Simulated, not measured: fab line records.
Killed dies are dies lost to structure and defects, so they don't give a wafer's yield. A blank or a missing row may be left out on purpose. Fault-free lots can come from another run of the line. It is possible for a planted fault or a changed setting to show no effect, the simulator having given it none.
Struck lot and sound lot, side by side :: flow sfq_line :: 24 steps out of a route of 325
Sound: these wafers, L712.1, L712.3, L712.4. Wafers struck: L709.1, L709.3, L709.4. The cause comes at the end.
For every step that has rows: the tool of each side, followed by ch and its chambers, followed by its first start. Under that, the readings that differ: sound wafers :: struck wafers :: difference of the means :: sigmas: that difference in standard deviations of wafers without a fault.
alike: a reading whose means differ by less than 2 such deviations, as well as words and numbers matching on both sides. not compared: withheld readings; readings where some wafer has no value; bounds like >300 that might hide an equal value; numbers whose values overlap and for which the record gives no deviation.
The two part at a step that has a row with sigmas, a row that says differs or no value, or rows on one side only. Numbers that have no deviation but don't overlap get no sigmas and don't part them. A reading that every wafer of one side lacks parts them only if that side has two wafers or more.

first, 6 steps without rows for these wafers: SFQ_TRILAYER_L0_VIA_LITHO_COAT_018 (resist thk 62 nm); SFQ_TRILAYER_L0_VIA_LITHO_COAT_013 (resist thk 650 nm); SFQ_TRILAYER_L0_VIA_LITHO_SOFTBAKE_017; SFQ_TRILAYER_L0_VIA_LITHO_EXPOSE_014 (exposes mask L0V, target cd 700 nm); SFQ_TRILAYER_L0_VIA_LITHO_PEB_016 (peb time 60 s); SFQ_TRILAYER_L0_VIA_LITHO_DEVELOP_015 (time 60 s).
SFQ_L0V_OVL_MEAS_903:
  sound on overlay-02, day 7 13:36; struck on overlay-02, day 6 19:48
  alike: L0V_OVL
SFQ_TRILAYER_L0_VIA_BARC_OPEN_VIA_ETCH_021: etches BARC in O2, target depth 125 nm, time 41.7 s.
  sound on rie_diel-01 ch 0,2,3, day 7 13:38; struck on rie_diel-04 ch 0,2,3, day 6 19:50
reading: rf_hours_counter_h (h)
sound: 99 120 124
struck: 11 82 8
difference: -81
sigmas: 
  alike: chamber_pressure_mTorr, drypump_motor_current_A, oes_product_au
SFQ_TRILAYER_L0_VIA_ETCH_VIA_ETCH_016: etches SiO2 in CHF3, stops on MoNx KI, target depth 80 nm.
  sound on rie_diel-01 ch 0,2,3, day 7 13:41; struck on rie_diel-04 ch 0,2,3, day 6 19:53
  alike: chamber_pressure_mTorr, drypump_motor_current_A, oes_product_au
SFQ_TRILAYER_L0_VIA_STRIP_STRIP_017: strips in O2.
  sound on rie_metal-03 ch 0,1, day 7 13:44; struck on rie_metal-03 ch 0,1, day 6 19:56
  alike: chamber_pressure_mTorr, drypump_motor_current_A, oes_product_au
  not compared: rf_hours_counter_h
then, 2 steps without rows for these wafers: SFQ_TRILAYER_L0_VIA_STRIP_SOLV_CLEAN_018 (cleans in NMP, time 600 s); SFQ_TRILAYER_M0_DEP_PRE_CLEAN_020 (time 15 s).
SFQ_TRILAYER_M0_DEP_SPUTTER_019: material Nb, target thk 200 nm, time 133.3 s.
  sound on pvd_sputter-04, day 7 14:32; struck on pvd_sputter-05, day 6 20:46
  no value came back on the struck wafers for base_pressure_pa (Pa), cathode_dc_power_W (W), throttle_valve_pct (%); on the sound wafers base_pressure_pa (Pa) reads 1.43e-06 1.25e-06 1.35e-06
SFQ_M0_RS_MEAS_904: uses a four-point probe to measure.
  sound on film_metro-04, day 7 14:37; struck on film_metro-02, day 6 20:51
reading: M0_NB_RS (ohm/sq)
sound: 0.891 0.878 0.888
struck: - - -
difference: no value on the struck wafers
sigmas: 
then, 6 steps without rows for these wafers: SFQ_TRILAYER_M0_LITHO_COAT_026 (resist thk 62 nm); SFQ_TRILAYER_M0_LITHO_COAT_021 (resist thk 600 nm); SFQ_TRILAYER_M0_LITHO_SOFTBAKE_025; SFQ_TRILAYER_M0_LITHO_EXPOSE_022 (exposes mask M0, target cd 500 nm); SFQ_TRILAYER_M0_LITHO_PEB_024 (peb time 60 s); SFQ_TRILAYER_M0_LITHO_DEVELOP_023 (time 60 s).
-- the record jumps here: 3 days lie between the struck wafers' starts before and after --
SFQ_M0_OVL_MEAS_906:
  sound on overlay-02, day 10 13:20; struck on overlay-01, day 9 17:23
  alike: M0_OVL
SFQ_TRILAYER_M0_BARC_OPEN_METAL_ETCH_031: etches BARC in O2, target depth 125 nm, time 41.7 s.
  sound on rie_metal-03 ch 0,1, day 10 13:23; struck on rie_metal-03 ch 0,1, day 9 17:26
  alike: chamber_pressure_mTorr, drypump_motor_current_A, oes_product_au
  not compared: rf_hours_counter_h
SFQ_TRILAYER_M0_ETCH_METAL_ETCH_024: etches Nb in Cl2/Ar, stops on SiO2, target depth 240 nm, time 120 s.
  sound on rie_metal-03 ch 0,1, day 10 13:26; struck on rie_metal-03 ch 0,1, day 9 17:29
reading: oes_product_au (a.u.)
sound: 0.896 0.911 0.893
struck: 0.378 0.372 0.370
difference: -0.527
sigmas: -76
  alike: chamber_pressure_mTorr, drypump_motor_current_A
  not compared: rf_hours_counter_h
SFQ_TRILAYER_M0_STRIP_STRIP_025: strips in O2.
  sound on rie_metal-03 ch 0,1, day 10 13:34; struck on rie_metal-03 ch 0,1, day 9 17:37
  alike: chamber_pressure_mTorr, drypump_motor_current_A, oes_product_au
  not compared: rf_hours_counter_h

WHERE THEY PART
At SFQ_TRILAYER_M0_DEP_SPUTTER_019 first; at SFQ_TRILAYER_M0_ETCH_METAL_ETCH_024 last (within this record only). Later steps at which nothing parts them and some readings are alike: SFQ_TRILAYER_M0_STRIP_STRIP_025.

WHY: what the simulator had put in
Beginning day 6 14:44, the whole step at SFQ_TRILAYER_M0_DEP_SPUTTER_019 was skipped on pvd_sputter-05. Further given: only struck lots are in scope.
